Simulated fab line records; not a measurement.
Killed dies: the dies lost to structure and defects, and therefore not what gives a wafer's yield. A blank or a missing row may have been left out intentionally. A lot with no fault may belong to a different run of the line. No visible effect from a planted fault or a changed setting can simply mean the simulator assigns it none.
fab line records + flow sky130
record
- lots=6
- wafers=18
- last-day=50
route steps=708 shown METAL1@454 VIA1@458 PAD_OPEN@708
lots that met no fault: taken from a fault-free run of the same line
start-h: start of the lot's first displayed wafer, in hours after the record's first day + wait-h: hours since the lot's step before + " as in the row above + L1.1+2: several wafers, shown together as one row + - no value, or no start was given + * or withheld: withheld + < > ~ a bound
route shown NAME@n: names a module that has steps shown in the file, with the first one's number in the route + usual: average and standard deviation across the fault-free wafers + same: alike in all rows + chamber/n: place in a boat + sites: each site's reading + _std_site: the values' standard deviation + _edge_site: inner sites' mean taken away from outer sites' mean + radius-mm: how far each site lies from the wafer's centre + mask NAME#n: copy n + behind: the tool/chamber that last shaped the wafer + hold: what put the lot on hold/how long, in hours/how the hold closed + device: names the non-switching transistor (n, p or np) + end of line: the route-end tests of the same wafers + a step without rows: its recipe alone + killed: count of dies lost to structure and defects at first sort (not the wafer's yield) + map: a wafer's dies, x killed, . not, _ none there
set.NAME: the setting the step ran with; set.NAME@STEP: the setting that earlier step ran with + model.NAME: the simulator's own value behind a step, which no gauge read
certain route steps with their lots: each step a table, each wafer a row
services: when a tool's chamber went out of use (start-h, in hours from the record's first day, below 0 if earlier), for how many hours, and the reason
## steps
# step SKY_METAL1_STRIP_20
# recipe
- chemistry=O2/N2
- power-w=1400
- pressure-mtorr=1500
- platen-temp-c=withheld
- o2-flow-sccm=3000
- n2-flow-sccm=300
- overash-fraction=0.5
# usual
- chamber-pressure-mTorr=1500.0/1.3
- drypump-motor-current-A=6.0/0.45
- n2-flow-sccm=300.0/0.83
- oes-product-au=0.344/0.0046
- strip-time-to-endpoint-s=2.71/0.037
| lot.wafer | tool            | chamber | start-h | wait-h | chamber-pressure-mTorr | drypump-motor-current-A | n2-flow-sccm | oes-product-au | rf-hours-counter-h | strip-time-to-endpoint-s |
|-----------|-----------------|---------|---------|--------|------------------------|-------------------------|--------------|----------------|--------------------|--------------------------|
| L550.2    | plasma-asher-04 | 0       | 798.27  | 0.1    | 1499.9                 | 6.5                     | 298.9        | 0.344          | 98                 | 2.76                     |
| L550.3    | "               | 1       | "       | "      | 1499.6                 | 6.0                     | 301.5        | 0.348          | -                  | 2.76                     |
| L550.6    | "               | 1       | "       | "      | 1499.1                 | 6.0                     | 300.4        | 0.349          | -                  | 2.74                     |
| L554.1    | plasma-asher-04 | 1       | 840.94  | 0.1    | 1501.2                 | 6.0                     | 299.6        | 0.348          | 102                | 2.65                     |
| L554.3    | "               | 1       | "       | "      | 1499.8                 | 6.0                     | 301.2        | 0.342          | -                  | 2.65                     |
| L554.6    | "               | 0       | "       | "      | 1500.1                 | 6.5                     | 299.4        | 0.351          | -                  | 2.70                     |
| L555.3    | plasma-asher-02 | 1       | 861.05  | 0.1    | 1500.6                 | 6.6                     | 300.2        | 0.344          | -                  | 2.75                     |
| L555.5    | "               | 1       | "       | "      | 1499.8                 | 6.6                     | 299.7        | 0.339          | -                  | 2.70                     |
| L555.6    | "               | 0       | "       | "      | 1498.0                 | 5.1                     | 300.6        | 0.340          | -                  | 2.74                     |
| L564.1    | plasma-asher-03 | 1       | 906.07  | 0.1    | 1497.1                 | 5.7                     | 301.7        | 0.351          | 13                 | 2.67                     |
| L564.5    | "               | 1       | "       | "      | 1498.4                 | 5.7                     | 301.1        | 0.342          | -                  | 2.66                     |
| L564.6    | "               | 0       | "       | "      | 1500.0                 | 6.0                     | 300.6        | 0.348          | -                  | 2.66                     |
| L568.3    | plasma-asher-02 | 1       | 933.80  | 0.1    | 1496.3                 | 6.7                     | 300.8        | 0.347          | -                  | 2.72                     |
| L568.4    | "               | 0       | "       | "      | 1497.7                 | 5.1                     | 300.9        | 0.343          | -                  | 2.75                     |
| L568.6    | "               | 1       | "       | "      | 1502.0                 | 6.7                     | 299.7        | 0.344          | -                  | 2.73                     |
| L570.2    | plasma-asher-03 | 0       | 944.49  | 0.1    | 1499.0                 | 6.0                     | 300.2        | 0.355          | 17                 | 2.68                     |
| L570.3    | "               | 1       | "       | "      | 1499.6                 | 5.7                     | 298.8        | 0.342          | -                  | 2.68                     |
| L570.6    | "               | 0       | "       | "      | 1500.9                 | 6.0                     | 300.6        | 0.351          | -                  | 2.71                     |
# step SKY_METAL1_STRIP_21
# recipe
- chemistry=post-etch-residue-remover
- time-s=1200
- temp-c=72.5
# step SKY_METAL1_CLEAN_22
# recipe
- chemistry=IPA
- time-s=180
- temp-c=25
# step SKY_METAL1_CLEAN_23
# recipe
- chemistry=O3/DIW
- dry=n2-spin
# step SKY_VIA1_HDPCVD_00
# recipe
- material=SiO2
- target-thk-nm=1030
- sigma-open-frac=0.3
- time-s=171.7
- temp-c=400
- sih4-flow-sccm=60
- pressure-mtorr=6
# step SKY_VIA1_THK_MEAS_01
# recipe
- reads=SiO2_of_VIA1_HDPCVD_00
# usual
- VIA1_HDPCVD_THK=1023/10
| lot.wafer | tool          | chamber | start-h | wait-h | VIA1_HDPCVD_THK[nm] |
|-----------|---------------|---------|---------|--------|---------------------|
| L550.2    | film-metro-02 | -       | 798.98  | 0.1    | 1025                |
| L550.3    | "             | -       | "       | "      | 1033                |
| L550.6    | "             | -       | "       | "      | 1033                |
| L554.1    | film-metro-02 | -       | 841.64  | 0.1    | 1016                |
| L554.3    | "             | -       | "       | "      | 999                 |
| L554.6    | "             | -       | "       | "      | 1020                |
| L555.3    | film-metro-01 | -       | 861.77  | 0.1    | 1025                |
| L555.5    | "             | -       | "       | "      | 1009                |
| L555.6    | "             | -       | "       | "      | 1016                |
| L564.1    | film-metro-04 | -       | 906.78  | 0.1    | 1028                |
| L564.5    | "             | -       | "       | "      | 1029                |
| L564.6    | "             | -       | "       | "      | 1028                |
| L568.3    | film-metro-01 | -       | 934.51  | 0.1    | 1018                |
| L568.4    | "             | -       | "       | "      | 1013                |
| L568.6    | "             | -       | "       | "      | 1033                |
| L570.2    | film-metro-02 | -       | 945.21  | 0.1    | 1023                |
| L570.3    | "             | -       | "       | "      | 1031                |
| L570.6    | "             | -       | "       | "      | 1010                |
# step SKY_VIA1_CMP_02
# recipe
- material=SiO2
- down-force-psi=4
- platen-rpm=60
- pad-velocity-m-s=0.94248
# usual
- head-pressure-psi=4.001/0.0078
- motor-current-A=11.7/1.4
- platen-rpm=60.00/0.043
| lot.wafer | tool   | chamber | start-h | wait-h | head-pressure-psi | motor-current-A | platen-rpm |
|-----------|--------|---------|---------|--------|-------------------|-----------------|------------|
| L550.3    | cmp-02 | 3       | 799.03  | 0.0    | 3.998             | 10.9            | 59.98      |
| L550.2    | "      | 0       | "       | "      | 4.008             | 12.7            | 60.02      |
| L550.6    | "      | 0       | "       | "      | 4.003             | 12.4            | 59.88      |
| L554.3    | cmp-02 | 3       | 841.98  | 0.3    | 3.989             | 11.8            | 60.00      |
| L554.1    | "      | 1       | "       | "      | 3.988             | 10.7            | 59.93      |
| L554.6    | "      | 3       | "       | "      | 3.996             | 11.8            | 59.98      |
| L555.3    | cmp-02 | 0       | 861.96  | 0.2    | 4.006             | 12.0            | 60.00      |
| L555.5    | "      | 1       | "       | "      | 4.006             | 10.0            | 60.00      |
| L555.6    | "      | 2       | "       | "      | 4.006             | 14.0            | 59.99      |
| L564.1    | cmp-01 | 3       | 906.84  | 0.1    | 4.008             | 10.7            | 60.06      |
| L564.5    | "      | 3       | "       | "      | 3.991             | 9.9             | 59.95      |
| L564.6    | "      | 0       | "       | "      | 4.001             | 10.1            | 59.97      |
| L568.3    | cmp-02 | 2       | 934.55  | 0.0    | 4.015             | 13.9            | 60.03      |
| L568.4    | "      | 3       | "       | "      | 4.017             | 12.1            | 60.05      |
| L568.6    | "      | 3       | "       | "      | 4.006             | 11.6            | 60.02      |
| L570.3    | cmp-01 | 1       | 945.26  | 0.0    | 4.004             | 11.5            | 60.09      |
| L570.2    | "      | 2       | "       | "      | 3.991             | 11.6            | 59.96      |
| L570.6    | "      | 1       | "       | "      | 3.993             | 11.6            | 60.04      |
# step SKY_VIA1_BOW_MEAS_03
# recipe
- mode=bow
# usual
- VIA1_BOW=81/6.4
| lot.wafer | tool          | chamber | start-h | wait-h | VIA1_BOW[um] |
|-----------|---------------|---------|---------|--------|--------------|
| L550.2    | film-metro-01 | -       | 799.35  | 0.2    | 73           |
| L550.3    | "             | -       | "       | "      | 68           |
| L550.6    | "             | -       | "       | "      | 79           |
| L554.1    | film-metro-04 | -       | 842.23  | 0.1    | 78           |
| L554.3    | "             | -       | "       | "      | 95           |
| L554.6    | "             | -       | "       | "      | 73           |
| L555.3    | film-metro-02 | -       | 862.15  | 0.1    | 93           |
| L555.5    | "             | -       | "       | "      | 82           |
| L555.6    | "             | -       | "       | "      | 101          |
| L564.1    | film-metro-04 | -       | 907.14  | 0.2    | 86           |
| L564.5    | "             | -       | "       | "      | 83           |
| L564.6    | "             | -       | "       | "      | 74           |
| L568.3    | film-metro-02 | -       | 934.89  | 0.3    | 78           |
| L568.4    | "             | -       | "       | "      | 71           |
| L568.6    | "             | -       | "       | "      | 79           |
| L570.2    | film-metro-04 | -       | 945.58  | 0.2    | 82           |
| L570.3    | "             | -       | "       | "      | 77           |
| L570.6    | "             | -       | "       | "      | 79           |
# step SKY_VIA1_DEHYDRATE_04
# recipe
- temp-c=200
- time-s=60
# step SKY_VIA1_HMDS_05
# recipe
- prime-time-s=60
- prime-temp-c=120
# step SKY_VIA1_COAT_06
# recipe
- resist=BARC
- temp-c=withheld
- time-s=withheld
- spin-rpm=3000
- resist-thk-nm=60
# step SKY_VIA1_COAT_07
# recipe
- resist=KrF-thick
- spin-rpm=3000
- resist-thk-nm=450
# step SKY_VIA1_SOFTBAKE_08
# recipe
- temp-c=100
- time-s=90
- resist=KrF-thick
# usual
- heater-power-total-W=57.35/0.11
- plate-temp-C=99.97/0.14
- run-length-s=119.02/0.11
| lot.wafer | tool           | chamber | start-h | wait-h | heater-power-total-W | plate-temp-C | run-length-s |
|-----------|----------------|---------|---------|--------|----------------------|--------------|--------------|
| L550.2    | litho-track-01 | 0       | 812     | -      | 57.49                | 99.70        | 118.90       |
| L550.3    | "              | 0       | "       | "      | 57.30                | 99.85        | 119.02       |
| L550.6    | "              | 0       | 813     | -      | 57.47                | 99.72        | 119.14       |
| L554.1    | litho-track-02 | 0       | 855     | -      | 57.27                | 99.99        | 118.93       |
| L554.3    | "              | 0       | "       | "      | 57.28                | 99.85        | 118.93       |
| L554.6    | "              | 0       | "       | "      | 57.49                | 99.95        | 118.92       |
| L555.3    | litho-track-01 | 0       | 875     | -      | 57.50                | 99.85        | 118.97       |
| L555.5    | "              | 0       | "       | "      | 57.40                | 100.06       | 118.96       |
| L555.6    | "              | 0       | "       | "      | 57.39                | 100.03       | 118.94       |
| L564.1    | litho-track-03 | 0       | 919     | -      | 57.45                | 100.22       | 119.09       |
| L564.5    | "              | 0       | "       | "      | 57.24                | 100.02       | 119.19       |
| L564.6    | "              | 0       | "       | "      | 57.47                | 100.06       | 119.03       |
| L568.3    | litho-track-03 | 0       | 947     | -      | 58.20                | -            | 116.12       |
| L568.4    | "              | 0       | "       | "      | 57.85                | -            | 116.07       |
| L568.6    | "              | 0       | "       | "      | 58.11                | -            | 116.14       |
| L570.2    | litho-track-03 | 0       | 957     | -      | 58.11                | -            | 116.12       |
| L570.3    | "              | 0       | "       | "      | 57.82                | -            | 116.12       |
| L570.6    | "              | 0       | 958     | -      | 57.90                | -            | 116.11       |
# step SKY_VIA1_EXPOSE_09
# recipe
- mask-id=VIM
- na=0.8
- source-shape=annular
- sigma-inner=0.55
- sigma-outer=0.85
- target-cd-nm=150
- dose-mj=38
# step SKY_PAD_OPEN_PROBE_99
# usual
- defect-limited-yield=82.3/2.2
- killed_at_M0_to_M3=43/7.3
- killed_at_M4_up=3.2/1.9
- killed-at-contacts=25/5.4
- killed-at-front-end=16/4.4
- killed-at-other=0.4/0.66
- killed-dies=87/11
- killed-open=48/7.9
- killed-short=39/6.5
- sort_bin_3_pad_short=0.8/0.43
- sort_bin_5_function=10.5/1.6
- sort_bin_6_memory=6.4/1.2
- sort-n-pass=405/11
- sort-yield-pct=82.3/2.2
# same
- gross-dies=492
- killed-at-back-side=0
- sort_bin_4_leakage[%]=0
- sort_bin_8_speed[%]=0
| lot.wafer | tool      | chamber | start-h | wait-h | defect-limited-yield[%] | killed_at_M0_to_M3 | killed_at_M4_up | killed-at-contacts | killed-at-front-end | killed-at-other | killed-dies | killed-open | killed-short | sort_bin_3_pad_short[%] | sort_bin_5_function[%] | sort_bin_6_memory[%] | sort-n-pass | sort-yield-pct[%] |
|-----------|-----------|---------|---------|--------|-------------------------|--------------------|-----------------|--------------------|---------------------|-----------------|-------------|-------------|--------------|-------------------------|------------------------|----------------------|-------------|-------------------|
| L550.2    | prober-02 | -       | 1107.57 | 0.1    | 82.5                    | 41                 | 2               | 19                 | 22                  | 2               | 86          | 46          | 39           | 0.6                     | 11.6                   | 5.3                  | 406         | 82.5              |
| L550.3    | prober-02 | -       | 1107.62 | 0.2    | 80.7                    | 46                 | 2               | 34                 | 13                  | 0               | 95          | 61          | 34           | 1.2                     | 11.0                   | 7.1                  | 397         | 80.7              |
| L550.6    | prober-02 | -       | 1107.77 | 0.2    | 77.0                    | 58                 | 2               | 31                 | 22                  | 0               | 113         | 59          | 54           | 0.8                     | 13.0                   | 9.1                  | 379         | 77.0              |
| L554.1    | prober-01 | -       | 1140.42 | 0.1    | 83.3                    | 40                 | 1               | 24                 | 17                  | 0               | 82          | 45          | 37           | 0.6                     | 10.8                   | 5.3                  | 410         | 83.3              |
| L554.3    | prober-01 | -       | 1140.52 | 0.2    | 82.1                    | 52                 | 1               | 17                 | 18                  | 0               | 88          | 47          | 41           | 0.4                     | 10.2                   | 7.3                  | 404         | 82.1              |
| L554.6    | prober-01 | -       | 1140.67 | 0.2    | 78.7                    | 59                 | 5               | 26                 | 15                  | 0               | 105         | 63          | 42           | 0.2                     | 13.4                   | 7.7                  | 387         | 78.7              |
| L555.3    | prober-02 | -       | 1155.37 | 0.2    | 84.3                    | 44                 | 2               | 20                 | 11                  | 0               | 77          | 47          | 30           | 0.6                     | 9.1                    | 5.9                  | 415         | 84.3              |
| L555.5    | prober-02 | -       | 1155.47 | 0.2    | 83.5                    | 40                 | 1               | 23                 | 17                  | 0               | 81          | 49          | 31           | 0.4                     | 9.6                    | 6.5                  | 411         | 83.5              |
| L555.6    | prober-02 | -       | 1155.52 | 0.2    | 79.1                    | 52                 | 7               | 22                 | 22                  | 0               | 103         | 61          | 41           | 1.8                     | 12.6                   | 6.5                  | 389         | 79.1              |
| L564.1    | prober-01 | -       | 1185.49 | 0.1    | 81.3                    | 47                 | 4               | 29                 | 12                  | 0               | 92          | 54          | 38           | 0.4                     | 10.6                   | 7.7                  | 400         | 81.3              |
| L564.5    | prober-01 | -       | 1185.69 | 0.2    | 77.4                    | 47                 | 4               | 31                 | 28                  | 1               | 111         | 67          | 44           | 0.8                     | 13.2                   | 8.5                  | 381         | 77.4              |
| L564.6    | prober-01 | -       | 1185.74 | 0.2    | 86.0                    | 31                 | 2               | 25                 | 11                  | 0               | 69          | 39          | 29           | 1.0                     | 7.9                    | 5.1                  | 423         | 86.0              |
| L568.3    | prober-01 | -       | 1205.05 | 0.2    | 84.3                    | 41                 | 5               | 15                 | 15                  | 1               | 77          | 43          | 34           | 0.6                     | 9.1                    | 5.9                  | 415         | 84.3              |
| L568.4    | prober-01 | -       | 1205.10 | 0.2    | 76.2                    | 58                 | 8               | 32                 | 19                  | 0               | 117         | 64          | 53           | 0.6                     | 15.4                   | 7.7                  | 375         | 76.2              |
| L568.6    | prober-01 | -       | 1205.20 | 0.2    | 81.1                    | 47                 | 1               | 24                 | 20                  | 1               | 93          | 47          | 45           | 1.0                     | 12.2                   | 5.7                  | 399         | 81.1              |
| L570.2    | prober-01 | -       | 1209.84 | 0.1    | 82.7                    | 44                 | 3               | 20                 | 18                  | 0               | 85          | 50          | 35           | 0.4                     | 9.3                    | 7.5                  | 407         | 82.7              |
| L570.3    | prober-01 | -       | 1209.89 | 0.2    | 79.9                    | 53                 | 3               | 24                 | 19                  | 0               | 99          | 47          | 52           | 0.6                     | 12.8                   | 6.7                  | 393         | 79.9              |
| L570.6    | prober-01 | -       | 1210.04 | 0.2    | 82.9                    | 40                 | 2               | 30                 | 12                  | 0               | 84          | 54          | 30           | 0.6                     | 9.8                    | 6.7                  | 408         | 82.9              |
# killed by level:class
L550.2 POLY_GATE:geometric-particle:open=9 CONTACT:geometric-particle:open=9 VIA3:geometric-particle:open=7 VIA3:geometric-particle:short=6 VIA1:geometric-particle:open=6 POLY_GATE:geometric-particle:short=5 CONTACT:geometric-particle:short=5 VIA1:geometric-particle:short=5
L550.3 CONTACT:geometric-particle:open=16 VIA1:geometric-particle:open=10 CONTACT:geometric-particle:short=8 VIA2:geometric-particle:open=8 METAL2:geometric-particle:short=7 VIA3:geometric-particle:open=6 LI_CONTACT:geometric-particle:open=4 METAL1:geometric-particle:short=4
L550.6 VIA1:geometric-particle:open=12 CONTACT:geometric-particle:open=10 VIA3:geometric-particle:open=10 METAL2:geometric-particle:short=8 METAL1:geometric-particle:short=8 LI_CONTACT:geometric-particle:open=7 FIELD_ISO:geometric-particle:short=6 VIA1:geometric-particle:short=6
L554.1 VIA1:geometric-particle:open=10 CONTACT:geometric-particle:open=9 LI_CONTACT:geometric-particle:open=8 METAL2:geometric-particle:short=6 POLY_GATE:geometric-particle:open=5 METAL1:geometric-particle:short=5 FIELD_ISO:geometric-particle:short=4 METAL3:geometric-particle:short=4
L554.3 VIA1:geometric-particle:open=14 POLY_GATE:geometric-particle:short=8 CONTACT:geometric-particle:open=8 VIA1:geometric-particle:short=8 METAL1:geometric-particle:short=7 POLY_GATE:geometric-particle:open=6 METAL2:geometric-particle:short=6 VIA2:geometric-particle:open=6
L554.6 VIA2:geometric-particle:open=13 VIA1:geometric-particle:open=13 CONTACT:geometric-particle:open=10 LI_CONTACT:geometric-particle:open=9 VIA1:geometric-particle:short=9 VIA3:geometric-particle:open=7 METAL1:geometric-particle:short=5 CONTACT:geometric-particle:short=5
L555.3 VIA1:geometric-particle:open=8 CONTACT:geometric-particle:open=7 VIA2:geometric-particle:open=7 LI_CONTACT:geometric-particle:open=5 METAL1:geometric-particle:short=5 VIA3:geometric-particle:open=5 FIELD_ISO:geometric-particle:open=4 SPACER:geometric-particle:open=4
L555.5 VIA1:geometric-particle:open=14 CONTACT:geometric-particle:open=7 FIELD_ISO:geometric-particle:open=6 LI_CONTACT:geometric-particle:open=6 VIA1:geometric-particle:short=5 FIELD_ISO:geometric-particle:short=4 METAL1:geometric-particle:short=4 LOCAL_INTERCONNECT:geometric-particle:short=4
L555.6 VIA1:geometric-particle:open=15 VIA3:geometric-particle:open=9 FIELD_ISO:geometric-particle:short=7 CONTACT:geometric-particle:open=7 LI_CONTACT:geometric-particle:open=7 VIA1:geometric-particle:short=6 VIA2:geometric-particle:open=6 FIELD_ISO:geometric-particle:open=5
L564.1 VIA1:geometric-particle:open=12 CONTACT:geometric-particle:open=10 METAL1:geometric-particle:short=8 LI_CONTACT:geometric-particle:open=7 METAL2:geometric-particle:short=7 VIA2:geometric-particle:open=5 FIELD_ISO:geometric-particle:short=4 METAL1:geometric-particle:open=4
L564.5 CONTACT:geometric-particle:open=14 VIA2:geometric-particle:open=14 VIA1:geometric-particle:open=12 FIELD_ISO:geometric-particle:short=11 LI_CONTACT:geometric-particle:open=9 FIELD_ISO:geometric-particle:open=6 POLY_GATE:geometric-particle:short=6 METAL1:geometric-particle:short=5
L564.6 VIA1:geometric-particle:open=11 LI_CONTACT:geometric-particle:open=9 CONTACT:geometric-particle:open=6 POLY_GATE:geometric-particle:open=4 LOCAL_INTERCONNECT:geometric-particle:short=4 METAL1:geometric-particle:short=4 FIELD_ISO:geometric-particle:short=3 LI_CONTACT:geometric-particle:short=3
L568.3 VIA1:geometric-particle:open=10 VIA3:geometric-particle:open=8 LI_CONTACT:geometric-particle:open=6 METAL1:geometric-particle:short=5 FIELD_ISO:geometric-particle:short=4 POLY_GATE:geometric-particle:open=4 POLY_GATE:geometric-particle:short=4 METAL2:geometric-particle:short=4
L568.4 CONTACT:geometric-particle:open=16 VIA3:geometric-particle:open=10 METAL1:geometric-particle:short=8 VIA1:geometric-particle:open=8 VIA1:geometric-particle:short=8 CONTACT:geometric-particle:short=7 METAL2:geometric-particle:short=7 FIELD_ISO:geometric-particle:open=6
L568.6 VIA1:geometric-particle:open=11 CONTACT:geometric-particle:short=7 METAL1:geometric-particle:short=7 VIA2:geometric-particle:open=7 FIELD_ISO:geometric-particle:open=5 LI_CONTACT:geometric-particle:open=5 CONTACT:geometric-particle:open=5 METAL2:geometric-particle:short=5
L570.2 LI_CONTACT:geometric-particle:open=8 VIA2:geometric-particle:short=7 VIA1:geometric-particle:open=7 VIA3:geometric-particle:open=7 POLY_GATE:geometric-particle:open=6 VIA2:geometric-particle:open=6 METAL1:geometric-particle:short=6 FIELD_ISO:geometric-particle:open=5
L570.3 VIA1:geometric-particle:open=13 VIA2:geometric-particle:open=12 LI_CONTACT:geometric-particle:short=8 FIELD_ISO:geometric-particle:short=7 CONTACT:geometric-particle:open=6 METAL1:geometric-particle:short=6 VIA1:geometric-particle:short=6 METAL2:geometric-particle:short=4
L570.6 CONTACT:geometric-particle:open=14 VIA2:geometric-particle:open=8 LI_CONTACT:geometric-particle:open=8 VIA1:geometric-particle:short=7 VIA1:geometric-particle:open=7 POLY_GATE:geometric-particle:open=5 METAL1:geometric-particle:short=5 LOCAL_INTERCONNECT:geometric-particle:short=5
## services
| tool            | chamber | start-h | hours | kind                           |
|-----------------|---------|---------|-------|--------------------------------|
| plasma-asher-03 | -       | 788.06  | 2.8   | pm                             |
| cmp-02          | -       | 801.89  | 5.1   | repair                         |
| cmp-01          | -       | 820.14  | 0.9   | repair                         |
| cmp-01          | -       | 820.98  | 0.3   | repair                         |
| plasma-asher-03 | -       | 831.59  | 2.0   | repair                         |
| plasma-asher-03 | -       | 833.76  | 28.1  | pm                             |
| cmp-01          | -       | 839.81  | 2.3   | repair                         |
| cmp-02          | -       | 842.43  | 0.9   | repair                         |
| cmp-01          | -       | 856.67  | 0.2   | repair                         |
| cmp-01          | -       | 858.48  | 1.2   | repair                         |
| cmp-02          | -       | 865.20  | 0.8   | repair                         |
| cmp-01          | -       | 902.00  | 2.3   | repair                         |
| cmp-02          | -       | 909.80  | 6.0   | pm                             |
| cmp-02          | -       | 915.81  | 4.0   | pm                             |
| cmp-02          | -       | 919.81  | -     | consumable-replace:conditioner |
| cmp-02          | -       | 919.81  | -     | consumable-replace:pad         |
## key
first-sign
- step=SKY_VIA1_SOFTBAKE_08
- reading=run-length-s
- direction=down
- sigmas=26
- usual=*
- struck=*
effect
- step=SKY_VIA1_SOFTBAKE_08
- reading=heater-power-total-W
- direction=up
- sigmas=5.7
- usual=*
- struck=*
met-at SKY_VIA1_SOFTBAKE_08
struck-wafers L568.3,L568.4,L568.6,L570.2,L570.3,L570.6
onset-between 919 947
fault
- kind=process-parameter-drift
- tool=litho-track-03
- chamber=-
- onset-h=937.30
- steps=SKY_VIA1_SOFTBAKE_08
- channel=time-s
- offset=*
- shape=step
- end-h=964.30
- acts-in=*
- stated=*
